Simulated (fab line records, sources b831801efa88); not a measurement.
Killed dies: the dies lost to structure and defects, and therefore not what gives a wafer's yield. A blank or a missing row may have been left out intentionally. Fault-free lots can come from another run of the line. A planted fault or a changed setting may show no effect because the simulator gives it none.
fab line records -- flow sky130
record: lots: 12, wafers: 36, last-day: 50
route steps=708 shown METAL4@599 CAP2M@612 PAD_OPEN@708
lots with no fault: from the same line, run without faults
start-h: start of the lot's first displayed wafer, in hours after the record's first day -- wait-h: hours elapsed since this lot's preceding step -- " as in the row above -- L1.1+2: a single row standing in for several wafers -- - no value present, or no start provided -- * or withheld: withheld -- < > ~ a bound
route shown NAME@n: a module of which the file shows steps, and the number in the route of the first -- usual: the fault-free wafers' mean and standard deviation -- same: alike in all rows -- chamber/n: place in a boat -- sites: per-site readings -- _std_site: how widely they spread, as a standard deviation -- _edge_site: mean of outer sites minus mean of inner sites -- radius-mm: for every site, how far away it sits from the centre of the wafer -- mask NAME#n: copy n -- behind: tool/chamber where the wafer was last shaped -- hold: cause of the lot's hold/its duration in hours/its outcome -- device: the n, p or np transistor that did not switch -- end of line: tests run on the same wafers once the route is complete -- where a step has no rows: the recipe by itself -- killed: at the first sort, the dies lost to defects and structure; wafer yield is something else -- map: dies across one wafer; x = killed, . = not, _ = none there
set.NAME: the setting as run; set.NAME@STEP: as run at that earlier step -- model.NAME: the simulator's own value behind a step, which no gauge read
the route's steps for a sample of lots (tables are steps, rows are wafers)
services: from which hour (start-h, from the record's first day; less than 0 if before it) a tool's chamber was out of use, for how many hours, and why
== steps ==
step: SKY_METAL4_SPUTTER_01
recipe: material: TiN, target-thk-nm: 20, power-w: 6500, time-s: 16.7, chamber-pressure-pa: 0.4
usual: throttle-valve-pct: 29.9/0.96
lot.wafer,tool,chamber,start-h,wait-h,throttle-valve-pct
L595.1,pvd-sputter-01,-,928.35,0.0,30.8
L595.2,pvd-sputter-01,-,928.35,0.0,30.4
L595.3,pvd-sputter-01,-,928.35,0.0,31.4
L596.1,pvd-sputter-04,-,932.96,0.0,28.3
L596.3,pvd-sputter-04,-,932.96,0.0,29.5
L596.6,pvd-sputter-04,-,932.96,0.0,29.8
L597.4,pvd-sputter-02,-,945.09,0.0,30.4
L597.5,pvd-sputter-02,-,945.09,0.0,27.9
L597.6,pvd-sputter-02,-,945.09,0.0,30.2
L598.1,pvd-sputter-02,-,961.92,0.0,30.2
L598.2,pvd-sputter-02,-,961.92,0.0,30.1
L598.3,pvd-sputter-02,-,961.92,0.0,30.8
L599.1,pvd-sputter-04,-,963.07,0.0,29.4
L599.2,pvd-sputter-04,-,963.07,0.0,30.2
L599.5,pvd-sputter-04,-,963.07,0.0,30.6
L603.1,pvd-sputter-02,-,998.30,0.0,30.4
L603.3,pvd-sputter-02,-,998.30,0.0,30.6
L603.6,pvd-sputter-02,-,998.30,0.0,28.1
L605.3,pvd-sputter-04,-,1000.75,0.0,30.4
L605.4,pvd-sputter-04,-,1000.75,0.0,29.6
L605.6,pvd-sputter-04,-,1000.75,0.0,30.2
L604.3,pvd-sputter-01,-,1005.93,0.0,29.6
L604.4,pvd-sputter-01,-,1005.93,0.0,31.5
L604.5,pvd-sputter-01,-,1005.93,0.0,31.3
L608.1,pvd-sputter-01,-,1023.64,0.0,29.7
L608.3,pvd-sputter-01,-,1023.64,0.0,30.9
L608.4,pvd-sputter-01,-,1023.64,0.0,31.6
L609.3,pvd-sputter-02,-,1029.53,0.0,28.0
L609.4,pvd-sputter-02,-,1029.53,0.0,31.0
L609.6,pvd-sputter-02,-,1029.53,0.0,30.3
L613.2,pvd-sputter-02,-,1055.68,0.0,30.0
L613.3,pvd-sputter-02,-,1055.68,0.0,30.6
L613.6,pvd-sputter-02,-,1055.68,0.0,31.0
L616.1,pvd-sputter-04,-,1068.40,0.0,28.4
L616.2,pvd-sputter-04,-,1068.40,0.0,29.4
L616.4,pvd-sputter-04,-,1068.40,0.0,30.2
step: SKY_METAL4_SPUTTER_04
recipe: material: TiN, target-thk-nm: 70, power-w: 6500, time-s: 58.3, chamber-pressure-pa: 0.4
usual: throttle-valve-pct: 29.8/0.99
lot.wafer,tool,chamber,start-h,wait-h,throttle-valve-pct
L595.1,pvd-sputter-01,-,928.43,0.0,30.7
L595.2,pvd-sputter-01,-,928.43,0.0,30.6
L595.3,pvd-sputter-01,-,928.43,0.0,31.6
L596.1,pvd-sputter-04,-,933.04,0.0,28.5
L596.3,pvd-sputter-04,-,933.04,0.0,29.5
L596.6,pvd-sputter-04,-,933.04,0.0,30.2
L597.4,pvd-sputter-02,-,945.17,0.0,30.3
L597.5,pvd-sputter-02,-,945.17,0.0,28.0
L597.6,pvd-sputter-02,-,945.17,0.0,30.3
L598.1,pvd-sputter-02,-,962.00,0.0,30.3
L598.2,pvd-sputter-02,-,962.00,0.0,30.2
L598.3,pvd-sputter-02,-,962.00,0.0,30.8
L599.1,pvd-sputter-04,-,963.15,0.0,29.7
L599.2,pvd-sputter-04,-,963.15,0.0,30.1
L599.5,pvd-sputter-04,-,963.15,0.0,30.5
L603.1,pvd-sputter-02,-,998.38,0.0,30.0
L603.3,pvd-sputter-02,-,998.38,0.0,30.7
L603.6,pvd-sputter-02,-,998.38,0.0,27.8
L605.3,pvd-sputter-04,-,1000.83,0.0,30.1
L605.4,pvd-sputter-04,-,1000.83,0.0,29.4
L605.6,pvd-sputter-04,-,1000.83,0.0,30.6
L604.3,pvd-sputter-01,-,1006.01,0.0,29.4
L604.4,pvd-sputter-01,-,1006.01,0.0,31.6
L604.5,pvd-sputter-01,-,1006.01,0.0,31.4
L608.1,pvd-sputter-01,-,1023.72,0.0,29.5
L608.3,pvd-sputter-01,-,1023.72,0.0,30.8
L608.4,pvd-sputter-01,-,1023.72,0.0,31.4
L609.3,pvd-sputter-02,-,1029.61,0.0,27.7
L609.4,pvd-sputter-02,-,1029.61,0.0,30.6
L609.6,pvd-sputter-02,-,1029.61,0.0,30.2
L613.2,pvd-sputter-02,-,1055.76,0.0,30.2
L613.3,pvd-sputter-02,-,1055.76,0.0,30.7
L613.6,pvd-sputter-02,-,1055.76,0.0,30.5
L616.1,pvd-sputter-04,-,1068.48,0.0,28.2
L616.2,pvd-sputter-04,-,1068.48,0.0,29.4
L616.4,pvd-sputter-04,-,1068.48,0.0,30.1
step: SKY_CAP2M_EXPOSE_09
recipe: mask-id: CAP2M, na: 0.6, source-shape: conventional, sigma-outer: 0.6, polarization: unpolarized, target-cd-nm: 1000, dose-mj: 159
usual: exposure-dose-mJ-cm2: 159.05/0.16
lot.wafer,tool,chamber,start-h,wait-h,mask,exposure-dose-mJ-cm2
L595.1,iline-stepper-01,0,941.19,-,CAP2M#0,159.22
L595.2,iline-stepper-01,0,941.19,-,CAP2M#0,158.86
L595.3,iline-stepper-01,0,941.19,-,CAP2M#0,158.98
L596.1,iline-stepper-01,0,945.07,-,CAP2M#0,159.16
L596.3,iline-stepper-01,0,945.07,-,CAP2M#0,159.14
L596.6,iline-stepper-01,0,945.07,-,CAP2M#0,158.98
L597.4,iline-stepper-02,0,957.80,-,CAP2M#0,159.08
L597.5,iline-stepper-02,0,957.80,-,CAP2M#0,159.01
L597.6,iline-stepper-02,0,957.80,-,CAP2M#0,159.08
L598.1,iline-stepper-01,0,974.84,-,CAP2M#0,175.06
L598.2,iline-stepper-01,0,974.84,-,CAP2M#0,175.07
L598.3,iline-stepper-01,0,974.84,-,CAP2M#0,175.11
L599.1,iline-stepper-01,0,975.42,-,CAP2M#0,175.20
L599.2,iline-stepper-01,0,975.42,-,CAP2M#0,174.94
L599.5,iline-stepper-01,0,975.42,-,CAP2M#0,175.23
L603.1,iline-stepper-02,0,1010.27,-,CAP2M#0,159.15
L603.3,iline-stepper-02,0,1010.27,-,CAP2M#0,159.05
L603.6,iline-stepper-02,0,1010.27,-,CAP2M#0,159.06
L605.3,iline-stepper-02,0,1012.90,-,CAP2M#0,159.16
L605.4,iline-stepper-02,0,1012.90,-,CAP2M#0,159.23
L605.6,iline-stepper-02,0,1012.90,-,CAP2M#0,159.14
L604.3,iline-stepper-02,0,1017.95,-,CAP2M#0,159.04
L604.4,iline-stepper-02,0,1017.95,-,CAP2M#0,158.81
L604.5,iline-stepper-02,0,1017.95,-,CAP2M#0,159.38
L608.1,iline-stepper-02,0,1035.69,-,CAP2M#0,158.84
L608.3,iline-stepper-02,0,1035.69,-,CAP2M#0,159.21
L608.4,iline-stepper-02,0,1035.69,-,CAP2M#0,158.89
L609.3,iline-stepper-02,0,1040.78,-,CAP2M#0,158.87
L609.4,iline-stepper-02,0,1040.78,-,CAP2M#0,158.86
L609.6,iline-stepper-02,0,1040.78,-,CAP2M#0,158.80
L613.2,iline-stepper-02,0,1066.66,-,CAP2M#0,159.01
L613.3,iline-stepper-02,0,1066.66,-,CAP2M#0,158.90
L613.6,iline-stepper-02,0,1066.66,-,CAP2M#0,159.10
L616.1,iline-stepper-02,0,1079.39,-,CAP2M#0,158.95
L616.2,iline-stepper-02,0,1079.39,-,CAP2M#0,159.18
L616.4,iline-stepper-02,0,1079.39,-,CAP2M#0,158.95
step: SKY_CAP2M_OVL_MEAS_12
usual: CAP2M_OVL: -0.6/2
lot.wafer,tool,chamber,start-h,wait-h,CAP2M_OVL[nm]
L595.1,overlay-01,-,953.21,0.1,1.1
L595.2,overlay-01,-,953.21,0.1,1.9
L595.3,overlay-01,-,953.21,0.1,2.0
L596.1,overlay-01,-,956.67,0.1,1.4
L596.3,overlay-01,-,956.67,0.1,1.2
L596.6,overlay-01,-,956.67,0.1,1.3
L597.4,overlay-01,-,969.21,0.1,-2.1
L597.5,overlay-01,-,969.21,0.1,-1.7
L597.6,overlay-01,-,969.21,0.1,-2.9
L598.1,overlay-01,-,985.82,0.1,0.0
L598.2,overlay-01,-,985.82,0.1,1.3
L598.3,overlay-01,-,985.82,0.1,1.7
L599.1,overlay-01,-,987.11,0.1,1.4
L599.2,overlay-01,-,987.11,0.1,2.0
L599.5,overlay-01,-,987.11,0.1,1.9
L603.1,overlay-01,-,1021.56,0.1,-2.3
L603.3,overlay-01,-,1021.56,0.1,-2.0
L603.6,overlay-01,-,1021.56,0.1,-1.1
L605.3,overlay-01,-,1024.07,0.1,-1.8
L605.4,overlay-01,-,1024.07,0.1,0.4
L605.6,overlay-01,-,1024.07,0.1,-0.8
L604.3,overlay-02,-,1029.10,0.1,-2.1
L604.4,overlay-02,-,1029.10,0.1,-0.5
L604.5,overlay-02,-,1029.10,0.1,-3.1
L608.1,overlay-02,-,1046.61,0.1,-2.4
L608.3,overlay-02,-,1046.61,0.1,-2.5
L608.4,overlay-02,-,1046.61,0.1,-2.4
L609.3,overlay-01,-,1051.07,0.1,-2.9
L609.4,overlay-01,-,1051.07,0.1,-2.6
L609.6,overlay-01,-,1051.07,0.1,-2.7
L613.2,overlay-01,-,1076.72,0.1,-0.7
L613.3,overlay-01,-,1076.72,0.1,-0.3
L613.6,overlay-01,-,1076.72,0.1,-2.5
L616.1,overlay-02,-,1089.34,0.1,-3.0
L616.2,overlay-02,-,1089.34,0.1,-2.2
L616.4,overlay-02,-,1089.34,0.1,-2.3
step: SKY_PAD_OPEN_PROBE_99
usual: defect-limited-yield: 82.7/2.1, killed_at_M0_to_M3: 43/7.2, killed_at_M4_up: 3.2/1.8, killed-at-contacts: 23/5.6, killed-at-front-end: 15/4.6, killed-at-other: 0.3/0.71, killed-dies: 85/10, killed-open: 46/7.8, killed-short: 38/6.5, sort_bin_3_pad_short: 0.8/0.38, sort_bin_5_function: 10.2/1.5, sort_bin_6_memory: 6.3/1.2, sort-n-pass: 407/10, sort-yield-pct: 82.7/2.1
same: gross-dies: 492, killed-at-back-side: 0, sort_bin_4_leakage[%]: 0, sort_bin_8_speed[%]: 0
lot.wafer,tool,chamber,start-h,wait-h,defect-limited-yield[%],killed_at_M0_to_M3,killed_at_M4_up,killed-at-contacts,killed-at-front-end,killed-at-other,killed-dies,killed-open,killed-short,sort_bin_3_pad_short[%],sort_bin_5_function[%],sort_bin_6_memory[%],sort-n-pass,sort-yield-pct[%]
L595.1,prober-01,-,1073.98,0.1,85.4,28,6,21,17,0,72,33,39,1.0,7.5,6.1,420,85.4
L595.2,prober-01,-,1074.03,0.1,80.5,43,2,27,23,1,96,56,38,1.0,9.6,8.9,396,80.5
L595.3,prober-01,-,1074.08,0.2,85.8,24,3,19,24,0,70,26,43,0.8,8.9,4.5,422,85.8
L596.1,prober-02,-,1077.14,0.1,85.4,39,1,19,13,0,72,35,37,0.8,8.3,5.5,420,85.4
L596.3,prober-02,-,1077.24,0.2,82.3,43,3,26,14,1,87,50,36,0.8,10.6,6.3,405,82.3
L596.6,prober-02,-,1077.39,0.2,82.9,57,4,10,10,3,84,41,40,0.6,10.4,6.1,408,82.9
L597.4,prober-01,-,1089.74,0.2,82.1,37,5,33,13,0,88,46,42,0.8,10.0,7.1,404,82.1
L597.5,prober-01,-,1089.79,0.2,81.3,52,0,18,22,0,92,54,38,0.4,11.8,6.5,400,81.3
L597.6,prober-01,-,1089.84,0.2,80.5,54,5,22,15,0,96,56,39,0.6,11.2,7.7,396,80.5
L598.2,prober-02,-,1102.96,0.1,80.9,49,5,27,13,0,94,51,43,1.0,11.2,6.9,398,80.9
L598.3,prober-02,-,1103.01,0.2,84.1,39,5,18,16,0,78,40,37,0.6,10.0,5.3,414,84.1
L599.1,prober-02,-,1103.84,0.1,83.5,38,7,18,18,0,81,41,39,0.8,9.8,5.9,411,83.5
L599.2,prober-02,-,1103.89,0.1,80.7,59,2,26,8,0,95,60,35,0.6,10.8,7.9,397,80.7
L599.5,prober-02,-,1104.04,0.2,83.1,43,7,19,13,1,83,43,40,0.8,9.1,6.9,409,83.1
L603.1,prober-02,-,1132.23,0.1,83.9,40,3,20,16,0,79,42,37,0.8,9.3,5.9,413,83.9
L603.3,prober-02,-,1132.33,0.2,83.7,39,4,21,15,1,80,44,36,0.6,8.7,6.9,412,83.7
L603.6,prober-02,-,1132.48,0.2,82.5,44,3,26,13,0,86,46,40,0.8,10.2,6.5,406,82.5
L605.3,prober-01,-,1134.95,0.2,84.6,30,3,24,19,0,76,41,35,0.2,9.3,5.9,416,84.6
L605.4,prober-01,-,1135.00,0.2,81.7,48,1,23,18,0,90,57,33,0.4,11.2,6.7,402,81.7
L605.6,prober-01,-,1135.10,0.2,84.3,44,1,17,15,0,77,40,37,1.0,7.3,7.3,415,84.3
L604.3,prober-02,-,1139.29,0.2,82.3,44,4,22,17,0,87,42,45,0.4,11.2,6.1,405,82.3
L604.4,prober-02,-,1139.34,0.2,83.7,40,4,19,16,1,80,32,46,1.0,11.0,4.3,412,83.7
L604.5,prober-02,-,1139.39,0.2,81.7,44,3,24,19,0,90,41,49,1.0,10.2,7.1,402,81.7
L608.1,prober-02,-,1153.44,0.1,85.4,37,2,22,11,0,72,42,30,0.6,7.7,6.3,420,85.4
L608.3,prober-02,-,1153.54,0.2,82.9,48,2,18,16,0,84,53,31,0.4,9.6,7.1,408,82.9
L608.4,prober-02,-,1153.59,0.2,82.9,38,1,37,8,0,84,59,25,1.2,9.6,6.3,408,82.9
L609.3,prober-01,-,1157.04,0.2,80.1,56,5,29,8,0,98,53,41,0.8,12.4,6.7,394,80.1
L609.4,prober-01,-,1157.09,0.2,81.7,50,1,22,17,0,90,46,44,1.2,11.2,5.9,402,81.7
L609.6,prober-01,-,1157.19,0.2,84.1,36,2,33,7,0,78,50,28,0.8,7.7,7.3,414,84.1
L613.2,prober-01,-,1177.88,0.1,84.3,43,5,22,7,0,77,42,35,1.2,9.8,4.7,415,84.3
L613.3,prober-01,-,1177.93,0.2,82.1,48,3,25,12,0,88,58,30,0.6,9.3,7.9,404,82.1
L613.6,prober-01,-,1178.08,0.2,85.4,34,2,21,14,1,72,45,27,0.8,8.3,5.5,420,85.4
L616.1,prober-02,-,1189.16,0.1,84.1,36,1,20,21,0,78,44,34,0.6,11.0,4.3,414,84.1
L616.2,prober-02,-,1189.21,0.1,82.5,40,4,22,18,2,86,41,45,0.8,10.2,6.5,406,82.5
L616.4,prober-02,-,1189.31,0.2,89.2,29,2,9,12,1,53,29,24,0.8,6.5,3.5,439,89.2
killed by level:class
L595.1 CONTACT:geometric-particle:open=7 FIELD_ISO:geometric-particle:short=6 LI_CONTACT:geometric-particle:open=5 CONTACT:geometric-particle:short=5 METAL1:geometric-particle:short=5 VIA2:geometric-particle:open=5 LOCAL_INTERCONNECT:geometric-particle:short=4 FIELD_ISO:geometric-particle:open=4
L595.2 CONTACT:geometric-particle:open=10 VIA1:geometric-particle:open=9 VIA2:geometric-particle:open=7 VIA1:geometric-particle:short=7 LI_CONTACT:geometric-particle:open=6 FIELD_ISO:geometric-particle:open=5 POLY_GATE:geometric-particle:open=5 CONTACT:geometric-particle:short=5
L595.3 FIELD_ISO:geometric-particle:short=12 CONTACT:geometric-particle:open=8 POLY_GATE:geometric-particle:short=6 VIA3:geometric-particle:open=5 LI_CONTACT:geometric-particle:short=3 LI_CONTACT:geometric-particle:open=3 LOCAL_INTERCONNECT:geometric-particle:short=3 METAL2:geometric-particle:short=3
L596.1 METAL1:geometric-particle:short=11 VIA3:geometric-particle:open=7 VIA1:geometric-particle:open=6 LI_CONTACT:geometric-particle:open=5 POLY_GATE:geometric-particle:short=4 LOCAL_INTERCONNECT:geometric-particle:short=4 CONTACT:geometric-particle:open=4 FIELD_ISO:geometric-particle:open=3
L596.3 CONTACT:geometric-particle:open=12 VIA1:geometric-particle:open=11 VIA3:geometric-particle:open=8 POLY_GATE:geometric-particle:open=5 METAL2:geometric-particle:short=5 FIELD_ISO:geometric-particle:short=4 LI_CONTACT:geometric-particle:short=4 LOCAL_INTERCONNECT:geometric-particle:short=4
L596.6 VIA1:geometric-particle:open=12 METAL2:geometric-particle:short=9 METAL1:geometric-particle:short=7 VIA3:geometric-particle:open=6 VIA2:geometric-particle:open=6 VIA3:geometric-particle:short=6 VIA1:geometric-particle:short=5 FIELD_ISO:geometric-particle:short=3
L597.4 LI_CONTACT:geometric-particle:open=12 CONTACT:geometric-particle:open=11 METAL2:geometric-particle:short=6 VIA3:geometric-particle:open=6 LOCAL_INTERCONNECT:geometric-particle:short=5 VIA1:geometric-particle:short=5 VIA2:geometric-particle:open=5 VIA2:geometric-particle:short=4
L597.5 VIA1:geometric-particle:open=17 CONTACT:geometric-particle:open=9 METAL2:geometric-particle:short=6 VIA1:geometric-particle:short=6 VIA3:geometric-particle:open=6 FIELD_ISO:geometric-particle:short=5 SPACER:geometric-particle:short=5 VIA2:geometric-particle:open=5
L597.6 VIA1:geometric-particle:open=19 CONTACT:geometric-particle:open=9 LI_CONTACT:geometric-particle:open=7 FIELD_ISO:geometric-particle:short=6 VIA1:geometric-particle:short=5 LOCAL_INTERCONNECT:geometric-particle:short=5 METAL2:geometric-particle:short=5 METAL4:geometric-particle:short=5
L598.2 VIA3:geometric-particle:open=10 LI_CONTACT:geometric-particle:open=8 CONTACT:geometric-particle:short=7 VIA1:geometric-particle:open=7 VIA2:geometric-particle:open=7 CONTACT:geometric-particle:open=6 METAL2:geometric-particle:short=6 METAL1:geometric-particle:short=5
L598.3 VIA1:geometric-particle:open=14 LI_CONTACT:geometric-particle:open=7 FIELD_ISO:geometric-particle:open=5 FIELD_ISO:geometric-particle:short=5 METAL1:geometric-particle:short=5 VIA2:geometric-particle:short=5 LOCAL_INTERCONNECT:geometric-particle:short=4 VIA1:geometric-particle:short=3
L599.1 VIA1:geometric-particle:open=11 POLY_GATE:geometric-particle:short=6 CONTACT:geometric-particle:open=6 VIA1:geometric-particle:short=6 LI_CONTACT:geometric-particle:open=5 VIA2:geometric-particle:open=4 METAL1:geometric-particle:short=4 METAL2:geometric-particle:short=4
L599.2 VIA1:geometric-particle:open=14 CONTACT:geometric-particle:open=9 VIA2:geometric-particle:open=9 LI_CONTACT:geometric-particle:open=8 VIA1:geometric-particle:short=8 VIA3:geometric-particle:open=8 METAL2:geometric-particle:short=6 CONTACT:geometric-particle:short=4
L599.5 VIA1:geometric-particle:open=12 CONTACT:geometric-particle:open=7 LI_CONTACT:geometric-particle:open=5 LOCAL_INTERCONNECT:geometric-particle:short=5 METAL1:geometric-particle:short=5 VIA1:geometric-particle:short=5 METAL2:geometric-particle:short=5 VIA3:geometric-particle:short=5
L603.1 CONTACT:geometric-particle:open=7 METAL1:geometric-particle:short=6 VIA1:geometric-particle:open=6 VIA2:geometric-particle:open=6 SPACER:geometric-particle:open=5 LI_CONTACT:geometric-particle:open=5 VIA1:geometric-particle:short=5 VIA3:geometric-particle:short=4
L603.3 VIA2:geometric-particle:open=6 LI_CONTACT:geometric-particle:open=6 CONTACT:geometric-particle:short=6 VIA1:geometric-particle:open=6 METAL1:geometric-particle:open=5 VIA1:geometric-particle:short=5 VIA3:geometric-particle:short=4 VIA3:geometric-particle:open=4
L603.6 VIA1:geometric-particle:open=11 LOCAL_INTERCONNECT:geometric-particle:short=9 VIA2:geometric-particle:open=8 CONTACT:geometric-particle:open=8 VIA1:geometric-particle:short=6 METAL2:geometric-particle:short=6 VIA2:geometric-particle:short=5 CONTACT:geometric-particle:short=5
L605.3 LI_CONTACT:geometric-particle:open=7 FIELD_ISO:geometric-particle:open=5 CONTACT:geometric-particle:open=5 VIA2:geometric-particle:open=5 FIELD_ISO:geometric-particle:short=4 LI_CONTACT:geometric-particle:short=4 CONTACT:geometric-particle:short=4 VIA1:geometric-particle:open=4
L605.4 VIA2:geometric-particle:open=11 VIA3:geometric-particle:open=10 CONTACT:geometric-particle:open=9 VIA1:geometric-particle:open=7 POLY_GATE:geometric-particle:open=5 METAL1:geometric-particle:open=4 LI_CONTACT:geometric-particle:open=4 CONTACT:geometric-particle:short=4
L605.6 VIA1:geometric-particle:open=9 VIA3:geometric-particle:open=8 CONTACT:geometric-particle:open=6 POLY_GATE:geometric-particle:short=5 VIA2:geometric-particle:open=5 LOCAL_INTERCONNECT:geometric-particle:short=5 VIA2:geometric-particle:short=5 VIA1:geometric-particle:short=4
L604.3 CONTACT:geometric-particle:open=9 FIELD_ISO:geometric-particle:short=7 VIA3:geometric-particle:open=7 METAL1:geometric-particle:short=6 VIA3:geometric-particle:short=5 LOCAL_INTERCONNECT:geometric-particle:short=5 VIA1:geometric-particle:open=5 METAL2:geometric-particle:short=5
L604.4 VIA1:geometric-particle:short=9 CONTACT:geometric-particle:short=7 METAL1:geometric-particle:short=6 VIA1:geometric-particle:open=6 CONTACT:geometric-particle:open=5 LI_CONTACT:geometric-particle:open=5 FIELD_ISO:geometric-particle:short=4 VIA2:geometric-particle:open=4
L604.5 METAL2:geometric-particle:short=10 VIA3:geometric-particle:open=8 LI_CONTACT:geometric-particle:short=7 LI_CONTACT:geometric-particle:open=7 CONTACT:geometric-particle:short=5 VIA1:geometric-particle:open=5 VIA1:geometric-particle:short=5 SPACER:geometric-particle:open=4
L608.1 VIA1:geometric-particle:open=11 LI_CONTACT:geometric-particle:open=8 VIA2:geometric-particle:open=7 CONTACT:geometric-particle:short=5 VIA3:geometric-particle:open=5 FIELD_ISO:geometric-particle:short=4 CONTACT:geometric-particle:open=4 FIELD_ISO:geometric-particle:open=2
L608.3 VIA2:geometric-particle:open=12 VIA1:geometric-particle:open=10 LI_CONTACT:geometric-particle:open=6 LOCAL_INTERCONNECT:geometric-particle:short=6 METAL2:geometric-particle:short=5 CONTACT:geometric-particle:open=4 VIA3:geometric-particle:open=4 FIELD_ISO:geometric-particle:open=3
L608.4 CONTACT:geometric-particle:open=17 LI_CONTACT:geometric-particle:open=10 VIA2:geometric-particle:open=10 VIA3:geometric-particle:open=8 VIA1:geometric-particle:open=6 LOCAL_INTERCONNECT:geometric-particle:short=5 CONTACT:geometric-particle:short=5 VIA3:geometric-particle:short=5
L609.3 CONTACT:geometric-particle:open=11 VIA1:geometric-particle:open=10 LI_CONTACT:geometric-particle:open=8 VIA3:geometric-particle:open=8 VIA2:geometric-particle:short=6 CONTACT:geometric-particle:short=5 VIA1:geometric-particle:short=5 VIA2:geometric-particle:open=5
L609.4 VIA1:geometric-particle:open=11 METAL1:geometric-particle:short=10 CONTACT:geometric-particle:open=10 METAL2:geometric-particle:short=9 LI_CONTACT:geometric-particle:open=8 FIELD_ISO:geometric-particle:short=5 VIA2:geometric-particle:short=5 VIA3:geometric-particle:open=5
L609.6 CONTACT:geometric-particle:open=15 LI_CONTACT:geometric-particle:open=9 VIA3:geometric-particle:open=6 VIA1:geometric-particle:short=6 VIA1:geometric-particle:open=6 VIA3:geometric-particle:short=5 LOCAL_INTERCONNECT:geometric-particle:open=4 VIA2:geometric-particle:open=4
L613.2 VIA1:geometric-particle:open=11 CONTACT:geometric-particle:open=8 VIA2:geometric-particle:open=8 CONTACT:geometric-particle:short=6 METAL2:geometric-particle:short=5 LOCAL_INTERCONNECT:geometric-particle:short=4 VIA3:geometric-particle:open=4 LI_CONTACT:geometric-particle:open=3
L613.3 CONTACT:geometric-particle:open=13 VIA1:geometric-particle:open=13 VIA3:geometric-particle:open=9 VIA1:geometric-particle:short=8 LI_CONTACT:geometric-particle:open=7 POLY_GATE:geometric-particle:open=5 METAL2:geometric-particle:short=4 FIELD_ISO:geometric-particle:short=3
L613.6 VIA1:geometric-particle:open=12 LI_CONTACT:geometric-particle:open=9 CONTACT:geometric-particle:short=5 CONTACT:geometric-particle:open=5 FIELD_ISO:geometric-particle:short=4 VIA3:geometric-particle:open=4 POLY_GATE:geometric-particle:open=3 VIA1:geometric-particle:short=3
L616.1 CONTACT:geometric-particle:open=9 VIA1:geometric-particle:open=8 VIA3:geometric-particle:open=8 FIELD_ISO:geometric-particle:short=5 POLY_GATE:geometric-particle:open=5 METAL1:geometric-particle:short=5 FIELD_ISO:geometric-particle:open=4 LOCAL_INTERCONNECT:geometric-particle:short=4
L616.2 CONTACT:geometric-particle:open=9 VIA2:geometric-particle:open=7 FIELD_ISO:geometric-particle:short=6 VIA3:geometric-particle:open=6 VIA1:geometric-particle:open=5 METAL2:geometric-particle:short=5 POLY_GATE:geometric-particle:short=4 LI_CONTACT:geometric-particle:open=4
L616.4 VIA1:geometric-particle:open=6 VIA2:geometric-particle:open=6 METAL1:geometric-particle:short=5 VIA3:geometric-particle:open=5 FIELD_ISO:geometric-particle:short=4 CONTACT:geometric-particle:open=4 FIELD_ISO:geometric-particle:open=3 POLY_GATE:geometric-particle:open=2
== services ==
tool,chamber,start-h,hours,kind
iline-stepper-01,-,906.48,8.9,pm
pvd-sputter-01,-,923.44,2.4,repair
pvd-sputter-04,-,939.48,7.5,repair
pvd-sputter-01,-,948.70,1.9,repair
iline-stepper-02,-,971.74,4.5,repair
iline-stepper-01,-,977.26,4.4,pm
pvd-sputter-01,-,998.38,2.1,repair
iline-stepper-01,0,1001.25,-,calibration
iline-stepper-01,-,1012.69,1.7,pm
iline-stepper-02,-,1041.93,1.7,pm
pvd-sputter-02,-,1047.64,4.9,repair
pvd-sputter-01,-,1063.41,7.6,repair
iline-stepper-02,0,1074.25,-,calibration
== key ==
first-sign: step: SKY_CAP2M_EXPOSE_09, reading: exposure-dose-mJ-cm2, direction: up, sigmas: 99+, usual: *, struck: *
effect none on later readings
met-at SKY_CAP2M_EXPOSE_09
struck-lots L598,L599
rows-end L598.1
not-acting-at SKY_METAL4_SPUTTER_01,SKY_METAL4_SPUTTER_04,SKY_CAP2M_OVL_MEAS_12
onset-between 945.07 974.84
fault: kind: process-parameter-drift, tool: iline-stepper-01, chamber: -, onset-h: 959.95, steps: SKY_CAP2M_EXPOSE_09, channel: dose-mj, offset: 15.84, shape: step, acts-in: these-recipes-only, stated: 159
rows-end: these wafers met a further fault down the route, and their rows from its step on are left out
